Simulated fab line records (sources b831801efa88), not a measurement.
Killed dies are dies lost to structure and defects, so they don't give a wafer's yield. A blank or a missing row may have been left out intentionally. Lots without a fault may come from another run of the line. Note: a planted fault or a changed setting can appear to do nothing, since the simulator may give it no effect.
The tool behind it: which one? + flow sky130 + 14 lots, 42 wafers sampled, at 5 steps of a route of 708

== WHAT EACH GAUGE READ, for each wafer ==
SKY_METAL5_THK_MEAS_06: measures by xrf. Usual: for METAL5_ALCU_THK the level is 1137 nm and the standard deviation is 13.
| lot  | measured     | on            | METAL5_ALCU_THK (nm) | flag |
|------|--------------|---------------|----------------------|------|
| L756 | day 42 20:27 | film-metro-04 | 1141 1135 1131       |      |
| L757 | day 43 00:47 | film-metro-04 | 1125 1123 1111       |      |
| L758 | day 43 12:34 | film-metro-01 | 1136 1127 1128       |      |
| L759 | day 43 20:52 | film-metro-02 | 1128 1141 1136       |      |
| L761 | day 44 15:07 | film-metro-02 | 1132 1130 1127       |      |
| L764 | day 45 01:40 | film-metro-02 | 1115 1127 1125       |      |
| L765 | day 45 05:38 | film-metro-01 | 1128 1118 1135       |      |
| L766 | day 45 13:04 | film-metro-01 | 1169 1145 1144       |      |
| L767 | day 45 21:44 | film-metro-01 | 1154 1133 1146       |      |
| L768 | day 46 00:29 | film-metro-02 | 1343 1341 1346       | OFF  |
| L769 | day 46 04:20 | film-metro-01 | 1324 1354 1319       | OFF  |
| L777 | day 48 08:02 | film-metro-04 | 1140 1152 1151       |      |
| L778 | day 48 10:25 | film-metro-02 | 1154 1149 1155       |      |
| L779 | day 48 19:12 | film-metro-01 | 1133 1157 1123       |      |

== WHICH TOOL RAN EACH LOT (tool, then ch and the chambers of the sampled wafers, then the start) ==
| lot  | SKY_VIA1_SPUTTER_20          | SKY_VIA2_STRIP_16                    | SKY_METAL3_SPUTTER_03        | SKY_METAL5_SPUTTER_04        |
|------|------------------------------|--------------------------------------|------------------------------|------------------------------|
| L756 | pvd-sputter-03, day 33 21:18 | plasma-asher-03 ch 0,1, day 36 04:25 | pvd-sputter-01, day 36 05:54 | pvd-sputter-02, day 42 20:17 |
| L757 | pvd-sputter-01, day 34 04:51 | plasma-asher-01 ch 0,1, day 36 11:32 | pvd-sputter-01, day 36 13:03 | pvd-sputter-04, day 43 00:36 |
| L758 | pvd-sputter-01, day 34 19:55 | plasma-asher-04 ch 0,1, day 37 03:11 | pvd-sputter-04, day 37 04:32 | pvd-sputter-01, day 43 12:23 |
| L759 | pvd-sputter-02, day 35 01:04 | plasma-asher-03 ch 0,1, day 37 07:10 | pvd-sputter-01, day 37 08:31 | pvd-sputter-02, day 43 20:42 |
| L761 | pvd-sputter-01, day 35 20:07 | plasma-asher-04 ch 0,1, day 38 02:56 | pvd-sputter-03, day 38 04:18 | pvd-sputter-01, day 44 14:56 |
| L764 | pvd-sputter-02, day 36 11:49 | plasma-asher-04 ch 0,1, day 38 18:34 | pvd-sputter-04, day 38 20:00 | pvd-sputter-01, day 45 01:29 |
| L765 | pvd-sputter-02, day 36 17:04 | plasma-asher-01 ch 0,1, day 38 22:34 | pvd-sputter-03, day 38 23:55 | pvd-sputter-04, day 45 05:28 |
| L766 | pvd-sputter-01, day 36 23:19 | plasma-asher-01 ch 0,1, day 39 06:10 | pvd-sputter-03, day 39 07:31 | pvd-sputter-02, day 45 12:53 |
| L767 | pvd-sputter-02, day 37 10:55 | plasma-asher-04 ch 0,1, day 39 15:25 | pvd-sputter-03, day 39 16:44 | pvd-sputter-01, day 45 21:32 |
| L768 | pvd-sputter-03, day 37 15:33 | plasma-asher-01 ch 0,1, day 39 20:20 | pvd-sputter-01, day 39 21:43 | pvd-sputter-01, day 46 00:19 |
| L769 | pvd-sputter-02, day 37 21:06 | plasma-asher-03 ch 0,1, day 40 01:49 | pvd-sputter-03, day 40 03:10 | pvd-sputter-02, day 46 04:10 |
| L777 | pvd-sputter-03, day 40 08:54 | plasma-asher-04 ch 0,1, day 42 15:14 | pvd-sputter-04, day 42 16:41 | pvd-sputter-01, day 48 07:52 |
| L778 | pvd-sputter-02, day 40 15:44 | plasma-asher-04 ch 1, day 42 19:10   | pvd-sputter-03, day 42 20:33 | pvd-sputter-01, day 48 10:14 |
| L779 | pvd-sputter-02, day 41 01:31 | plasma-asher-01 ch 0, day 43 04:10   | pvd-sputter-04, day 43 05:31 | pvd-sputter-04, day 48 19:01 |
- SKY_VIA1_SPUTTER_20: material TiN, target thk 20 nm, time 80 s.
- SKY_VIA2_STRIP_16: strips in O2/N2.
- SKY_METAL3_SPUTTER_03: material Ti, target thk 5 nm, time 3.3 s.
- SKY_METAL5_SPUTTER_04: material TiN, target thk 70 nm, time 58.3 s.

== AS READ BY THE TOOLS THEMSELVES (means over the sampled wafers that have a number; for cases with no such wafer, the mark the record gives instead) ==
SKY_VIA1_SPUTTER_20. Usual: cathode-dc-power-W 4000.0 W, standard deviation 0.71; chamber-pressure-pa 5.000 Pa, standard deviation 0.0092; throttle-valve-pct 30.3 %, standard deviation 0.68.
| lot  | tool           | cathode-dc-power-W (W) | chamber-pressure-pa (Pa) | throttle-valve-pct (%) | flag |
|------|----------------|------------------------|--------------------------|------------------------|------|
| L756 | pvd-sputter-03 | 3999.6                 | 5.005                    | 30.5                   |      |
| L757 | pvd-sputter-01 | 4000.1                 | 5.004                    | 30.0                   |      |
| L758 | pvd-sputter-01 | 3999.7                 | 4.997                    | 31.3                   |      |
| L759 | pvd-sputter-02 | 4000.0                 | 4.987                    | 30.5                   |      |
| L761 | pvd-sputter-01 | 4000.3                 | 4.999                    | 30.8                   |      |
| L764 | pvd-sputter-02 | 4000.7                 | 5.004                    | 29.8                   |      |
| L765 | pvd-sputter-02 | 4000.6                 | 5.009                    | 29.8                   |      |
| L766 | pvd-sputter-01 | 4000.3                 | 4.999                    | 30.1                   |      |
| L767 | pvd-sputter-02 | 3999.7                 | 4.992                    | 30.3                   |      |
| L768 | pvd-sputter-03 | 3999.6                 | 4.995                    | 30.4                   |      |
| L769 | pvd-sputter-02 | 4000.3                 | 5.000                    | 30.1                   |      |
| L777 | pvd-sputter-03 | 3999.8                 | 4.993                    | 30.6                   |      |
| L778 | pvd-sputter-02 | 3999.4                 | 5.000                    | 29.8                   |      |
| L779 | pvd-sputter-02 | 4000.9                 | 4.995                    | 29.9                   |      |

SKY_VIA2_STRIP_16. Usual: drypump-motor-current-A 5.7 A, standard deviation 0.3; n2-flow-sccm 300.0 sccm, standard deviation 0.9; oes-product-au 0.398 a.u., standard deviation 0.0038; strip-time-to-endpoint-s 4.040 s, standard deviation 0.03.
| lot  | tool            | drypump-motor-current-A (A) | n2-flow-sccm (sccm) | oes-product-au (a.u.) | strip-time-to-endpoint-s (s) | flag |
|------|-----------------|-----------------------------|---------------------|-----------------------|------------------------------|------|
| L756 | plasma-asher-03 | 5.4                         | 300.3               | 0.398                 | 4.037                        |      |
| L757 | plasma-asher-01 | 5.5                         | 300.5               | 0.399                 | 4.048                        |      |
| L758 | plasma-asher-04 | 6.0                         | 300.2               | 0.399                 | 4.058                        |      |
| L759 | plasma-asher-03 | 5.4                         | 300.4               | 0.407                 | 4.074                        |      |
| L761 | plasma-asher-04 | 6.0                         | 299.0               | 0.400                 | 4.032                        |      |
| L764 | plasma-asher-04 | 6.0                         | 299.7               | 0.396                 | 4.036                        |      |
| L765 | plasma-asher-01 | 5.5                         | 300.3               | 0.400                 | 4.005                        |      |
| L766 | plasma-asher-01 | 5.5                         | 299.4               | 0.397                 | 4.058                        |      |
| L767 | plasma-asher-04 | 5.8                         | 299.6               | 0.400                 | 4.037                        |      |
| L768 | plasma-asher-01 | 5.4                         | 300.6               | 0.395                 | 4.017                        |      |
| L769 | plasma-asher-03 | 5.7                         | 300.9               | 0.397                 | 4.054                        |      |
| L777 | plasma-asher-04 | 6.0                         | 299.4               | 0.399                 | 4.027                        |      |
| L778 | plasma-asher-04 | 5.7                         | 299.3               | 0.395                 | 4.024                        |      |
| L779 | plasma-asher-01 | 5.5                         | 299.9               | 0.398                 | 4.019                        |      |

SKY_METAL3_SPUTTER_03. Usual: cathode-dc-power-W 3000.0 W, standard deviation 0.54; chamber-pressure-pa 0.4000 Pa, standard deviation 0.00084; throttle-valve-pct 30.6 %, standard deviation 0.66.
| lot  | tool           | cathode-dc-power-W (W) | chamber-pressure-pa (Pa) | throttle-valve-pct (%) | flag |
|------|----------------|------------------------|--------------------------|------------------------|------|
| L756 | pvd-sputter-01 | 3000.3                 | 0.3995                   | 30.7                   |      |
| L757 | pvd-sputter-01 | 2999.7                 | 0.4005                   | 30.7                   |      |
| L758 | pvd-sputter-04 | 3000.4                 | 0.3994                   | 31.2                   |      |
| L759 | pvd-sputter-01 | 3000.2                 | 0.3997                   | 30.2                   |      |
| L761 | pvd-sputter-03 | 3000.3                 | 0.3997                   | 30.6                   |      |
| L764 | pvd-sputter-04 | 3000.3                 | 0.3998                   | 31.2                   |      |
| L765 | pvd-sputter-03 | 3000.4                 | 0.3996                   | 30.6                   |      |
| L766 | pvd-sputter-03 | 2999.7                 | 0.3993                   | 30.4                   |      |
| L767 | pvd-sputter-03 | 3000.0                 | 0.4006                   | 30.5                   |      |
| L768 | pvd-sputter-01 | 2999.8                 | 0.3997                   | 30.0                   |      |
| L769 | pvd-sputter-03 | 3000.4                 | 0.4002                   | 30.6                   |      |
| L777 | pvd-sputter-04 | 3000.1                 | 0.3998                   | 30.3                   |      |
| L778 | pvd-sputter-03 | 3000.3                 | 0.4010                   | 30.8                   |      |
| L779 | pvd-sputter-04 | 3000.3                 | 0.4008                   | 30.5                   |      |

SKY_METAL5_SPUTTER_04. Usual: cathode-dc-power-W 6500.0 W, standard deviation 1.3; chamber-pressure-pa 0.4000 Pa, standard deviation 0.00083; throttle-valve-pct 30.6 %, standard deviation 0.85.
| lot  | tool           | cathode-dc-power-W (W) | chamber-pressure-pa (Pa) | throttle-valve-pct (%) | flag |
|------|----------------|------------------------|--------------------------|------------------------|------|
| L756 | pvd-sputter-02 | 6499.6                 | 0.4002                   | 30.9                   |      |
| L757 | pvd-sputter-04 | 6499.4                 | 0.4000                   | 31.1                   |      |
| L758 | pvd-sputter-01 | 6499.6                 | 0.3998                   | 30.7                   |      |
| L759 | pvd-sputter-02 | 6499.7                 | 0.3998                   | 29.8                   |      |
| L761 | pvd-sputter-01 | 6500.6                 | 0.4000                   | 30.6                   |      |
| L764 | pvd-sputter-01 | 6501.2                 | 0.4003                   | 31.1                   |      |
| L765 | pvd-sputter-04 | 6502.4                 | 0.3996                   | 31.7                   |      |
| L766 | pvd-sputter-02 | 6500.9                 | 0.4002                   | 30.3                   |      |
| L767 | pvd-sputter-01 | 6500.5                 | 0.4000                   | 30.0                   |      |
| L768 | pvd-sputter-01 | -                      | -                        | -                      | OFF  |
| L769 | pvd-sputter-02 | -                      | -                        | -                      | OFF  |
| L777 | pvd-sputter-01 | 6500.5                 | 0.3999                   | 30.4                   |      |
| L778 | pvd-sputter-01 | 6500.2                 | 0.4002                   | 30.5                   |      |
| L779 | pvd-sputter-04 | 6499.6                 | 0.3993                   | 30.5                   |      |

== THE ANSWER, worked out from the rows above alone ==
Rule: a lot counts as off when the mean over its wafers that have a number is more than 3 standard deviations away from the usual mean. A lot without any number at a reading at which 4 lots or more have one is off too. Where the step has rows for the other lots, those lots are counted as sound. After the gauges, taken in route order, come the tools' own readings; for these a lot's mean is taken, as printed above. At the first step where some lot is off, the reading lying furthest off is the one used; lots without a number count as furthest.
Off: L768, L769, seen at SKY_METAL5_THK_MEAS_06 (METAL5_ALCU_THK).
If a tool, at a process step before that reading, ran all the lots that are off and no sound lot after the first of them, it fits. The gauges at SKY_METAL5_THK_MEAS_06 aren't tried: what is off there is off at SKY_METAL5_SPUTTER_04 too, on other tools, and a gauge's error can't cause that. No candidate that was tried fits.

== WHAT THE SIMULATOR HAD INSERTED ==
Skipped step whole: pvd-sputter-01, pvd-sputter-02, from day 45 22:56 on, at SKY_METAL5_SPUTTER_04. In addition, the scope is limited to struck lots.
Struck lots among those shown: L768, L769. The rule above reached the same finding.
